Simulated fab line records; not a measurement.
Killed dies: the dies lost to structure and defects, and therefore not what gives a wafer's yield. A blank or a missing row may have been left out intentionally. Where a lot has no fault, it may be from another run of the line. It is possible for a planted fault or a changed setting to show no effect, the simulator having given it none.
What tool caused it? | flow gf180mcu | 21 wafers from 7 lots sampled at 2 of the route's 602 steps

WHAT EACH GAUGE READ, for each wafer
GF_M3_OVL_MEAS_15.
lot  | measured     | on         | M3_OVL (nm)
L829 | day 21 16:28 | overlay-01 | 3 2 -5
L832 | day 22 17:52 | overlay-01 | -3 -6 0
L836 | day 24 06:20 | overlay-01 | 2 -14 -5
L840 | day 25 13:06 | overlay-02 | -10 -2 4
L843 | day 26 21:16 | overlay-02 | -4 -6 -7

EACH LOT AND THE TOOL THAT RAN IT (in order: tool; ch and the chambers of the sampled wafers; start)
lot  | GF_POLY_GATE_DEVELOP_09
L829 | litho-track-03 ch 0, day 9 11:23
L832 | litho-track-04 ch 0, day 10 07:31
L836 | litho-track-04 ch 0, day 11 12:34
L840 | litho-track-04 ch 0, day 12 16:22
L843 | litho-track-01 ch 0, day 13 23:08
L846 | litho-track-01, day 14 14:36
L848 | litho-track-01, day 15 05:02
- GF_POLY_GATE_DEVELOP_09: develop time 60 s.

THE ANSWER, worked out from the rows above alone
Rule: usual is defined by the lots themselves. Put in order of their means at a reading, lots are off if they are a third of the lots or fewer, leave a main group of 4 or more, and stand apart from it by a gap of 3 or more times the standard deviation of the main group's means; of several such gaps the widest counts. A main group whose means are all the same, to the digits that the tables above print for the reading, isn't used. Also off: a lot with no number at a reading for which 4 or more lots have one. Where the step has rows for the other lots, those lots are counted as sound.
None of the lots is off at any reading shown; this tells nothing.

WHAT THE SIMULATOR HAD PUT IN
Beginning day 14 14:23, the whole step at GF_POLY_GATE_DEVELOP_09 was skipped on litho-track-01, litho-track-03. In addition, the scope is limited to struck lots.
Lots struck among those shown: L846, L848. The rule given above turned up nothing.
